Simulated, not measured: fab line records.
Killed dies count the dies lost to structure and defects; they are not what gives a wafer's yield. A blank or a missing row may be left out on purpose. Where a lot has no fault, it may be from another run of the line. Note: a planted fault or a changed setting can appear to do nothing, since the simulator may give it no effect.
The tool behind it: which one?    flow sky130    12 lots, 35 wafers sampled, at 5 steps of a route of 708

== WHAT THE GAUGES READ, wafer by wafer ==
SKY_RES_PROTECT_TW_MEAS_08.
lot   measured      on             POLY_GATE_TW
L642  day 14 15:47  film metro-02  4041 4039 4012
L643  day 15 07:46  film metro-04  4075 4084 4069
L648  day 18 01:06  film metro-01  4072 4060 4075
L649  day 18 00:57  film metro-04  4084 4082 4093
L651  day 18 07:02  film metro-04  4109 4104 4097
L658  day 20 17:52  film metro-01  4088 4075 4075
L659  day 21 05:19  film metro-02  3999 4022
L660  day 22 08:48  film metro-02  4003 4019 4021
L661  day 22 18:28  film metro-02  4034 4017 4008
L662  day 22 21:35  film metro-04  4060 4075 4042
L663  day 22 20:54  film metro-02  3996 4012 4008
L664  day 23 01:37  film metro-01  4085 4061 4057

SKY_POLY_GATE_THK_MEAS_21.
lot   measured      on             POLY_GATE_OXIDATION_THK (nm)
L642  day 16 06:51  film metro-02  6.71 6.55 6.45
L643  day 16 17:39  film metro-03  4.03 3.96 4.03
L648  day 19 12:22  film metro-02  4.01 3.90 3.93
L649  day 19 12:35  film metro-03  6.39 6.50 6.42
L651  day 19 19:23  film metro-02  6.38 6.35 6.32
L658  day 22 03:45  film metro-01  3.91 3.92 4.01
L659  day 22 15:35  film metro-02  3.91 3.96
L660  day 23 18:00  film metro-02  3.93 3.88 3.87
L661  day 24 04:29  film metro-02  4.07 4.13 4.05
L662  day 24 06:49  film metro-01  3.86 3.85 3.89
L663  day 24 05:58  film metro-02  4.05 3.93 3.94
L664  day 24 10:24  film metro-01  3.78 3.92 3.88

== EACH LOT AND THE TOOL THAT RAN IT (in order: tool; ch and the chambers of the sampled wafers; start) ==
lot   SKY_NWELL_STRIP_25                    SKY_SONOS_ONO_ETCH_15               SKY_POLY_GATE_OXIDATION_20
L642  plasma asher-02 ch 0,1, day 5 03:17   rie diel-01 ch 1,3, day 12 06:57    furnace-02 ch 0, day 16 02:50
L643  plasma asher-01 ch 0,1, day 5 16:09   rie diel-03 ch 0,1, day 12 22:44    furnace-01 ch 0, day 16 16:23
L648  plasma asher-02 ch 0,1, day 7 07:07   rie diel-02 ch 1,2,3, day 15 06:56  furnace-01 ch 0, day 19 11:07
L649  plasma asher-04 ch 0,1, day 7 07:14   rie diel-03 ch 0,3, day 15 07:03    furnace-01 ch 0, day 19 09:52 and furnace-02 ch 0, day 19 11:17
L651  plasma asher-01 ch 0,1, day 7 12:52   rie diel-01 ch 1,3, day 15 14:18    furnace-02 ch 0, day 19 16:09 and furnace-01 ch 0, day 19 18:08
L658  plasma asher-02 ch 0,1, day 9 06:15   rie diel-02 ch 0,1,3, day 17 23:48  furnace-01 ch 0, day 22 02:28
L659  plasma asher-04 ch 0,1, day 9 13:27   rie diel-03 ch 0, day 18 08:23      furnace-01 ch 0, day 22 14:18
L660  plasma asher-01 ch 0,1, day 10 12:46  rie diel-03 ch 0,1, day 19 14:48    furnace-01 ch 0, day 23 16:41
L661  plasma asher-04 ch 0,1, day 10 18:49  rie diel-02 ch 0,2,3, day 19 23:45  furnace-02 ch 0, day 24 03:14
L662  plasma asher-02 ch 0,1, day 10 20:29  rie diel-03 ch 0,1,3, day 20 03:24  furnace-01 ch 0, day 24 05:34
L663  plasma asher-04 ch 0, day 10 20:58    rie diel-01 ch 0,1, day 20 02:45    furnace-02 ch 0, day 24 04:43
L664  plasma asher-02 ch 0,1, day 10 23:43  rie diel-01 ch 0,1, day 20 05:09    furnace-01 ch 0, day 24 09:08
- SKY_NWELL_STRIP_25: strips in O2/N2.
- SKY_SONOS_ONO_ETCH_15: etches the open film in CHF3/O2, target depth 19.52 nm, time 7.8 s.
- SKY_POLY_GATE_OXIDATION_20: stabilise 600 s, purge 300 s, target thk 4 nm.

== AS READ BY THE TOOLS THEMSELVES (means over the sampled wafers that have a number; for cases with no such wafer, the mark the record gives instead) ==
SKY_NWELL_STRIP_25.
lot   tool             drypump motor current A (A)  oes product au (a.u.)  strip time to endpoint s (s)
L642  plasma asher-02  5.4                          0.723                  36.90
L643  plasma asher-01  5.7                          0.719                  36.91
L648  plasma asher-02  5.6                          0.724                  36.87
L649  plasma asher-04  5.8                          0.724                  36.90
L651  plasma asher-01  5.7                          0.726                  36.82
L658  plasma asher-02  5.6                          0.724                  36.81
L659  plasma asher-04  5.5                          0.720                  36.92
L660  plasma asher-01  5.7                          0.722                  36.85
L661  plasma asher-04  5.3                          0.721                  37.05
L662  plasma asher-02  5.6                          0.723                  37.00
L663  plasma asher-04  6.3                          0.722                  36.96
L664  plasma asher-02  5.4                          0.725                  37.02

SKY_SONOS_ONO_ETCH_15.
lot   tool         chf3 flow sccm (sccm)  drypump motor current A (A)  oes product au (a.u.)  rf fwd power W (W)  throttle valve pct (%)
L642  rie diel-01  50.01                  5.9                          1.005                  592                 8.831
L643  rie diel-03  49.96                  5.4                          1.000                  589                 8.826
L648  rie diel-02  49.97                  6.0                          1.004                  590                 8.831
L649  rie diel-03  49.90                  5.5                          0.999                  594                 8.824
L651  rie diel-01  50.14                  5.9                          0.988                  590                 8.818
L658  rie diel-02  49.94                  6.2                          0.994                  587                 8.826
L659  rie diel-03  50.03                  5.5                          0.999                  594                 8.820
L660  rie diel-03  49.92                  5.4                          0.996                  591                 8.829
L661  rie diel-02  49.99                  6.0                          0.998                  591                 8.820
L662  rie diel-03  50.08                  5.5                          1.003                  591                 8.825
L663  rie diel-01  50.05                  5.4                          0.994                  590                 8.823
L664  rie diel-01  50.02                  5.5                          0.994                  588                 8.822

SKY_POLY_GATE_OXIDATION_20.
lot   tool                   spike tc top C (C)
L642  furnace-02             860
L643  furnace-01             869
L648  furnace-01             868
L649  furnace-01/furnace-02  864
L651  furnace-02/furnace-01  865
L658  furnace-01             869
L659  furnace-01             868
L660  furnace-01             868
L661  furnace-02             861
L662  furnace-01             868
L663  furnace-02             861
L664  furnace-01             868

== THE ANSWER, worked out from the rows above alone ==
Rule: what is usual is taken from the lots themselves. Put in order of their means at a reading, lots are off if they are a third of the lots or fewer, leave a main group of 4 or more, and stand apart from it by a gap of 3 or more times the standard deviation of the main group's means; of several such gaps the widest counts. The tables above print the reading to a certain number of digits; a main group whose means all agree to those digits is not used. A lot without any number at a reading at which 4 lots or more have one is off too. Any other lot the step has rows for is counted as sound. Order of review: gauges by route order, followed by the tools' own readings, for which a lot's mean as printed above is used. At the first step where some lot is off, the reading lying furthest off is the one used; lots without a number count as furthest.
Off: L642, L649, L651, at SKY_POLY_GATE_THK_MEAS_21 (POLY_GATE_OXIDATION_THK). Main group: mean 3.95 nm, sd 0.067.
A tool fits if, at a process step before that reading, it ran every lot that is off, and no sound lot after the first of them. Gauges at SKY_POLY_GATE_THK_MEAS_21: tried the same way as those tools. Of those tried, none fits.

== WHAT WAS PUT IN BY THE SIMULATOR ==
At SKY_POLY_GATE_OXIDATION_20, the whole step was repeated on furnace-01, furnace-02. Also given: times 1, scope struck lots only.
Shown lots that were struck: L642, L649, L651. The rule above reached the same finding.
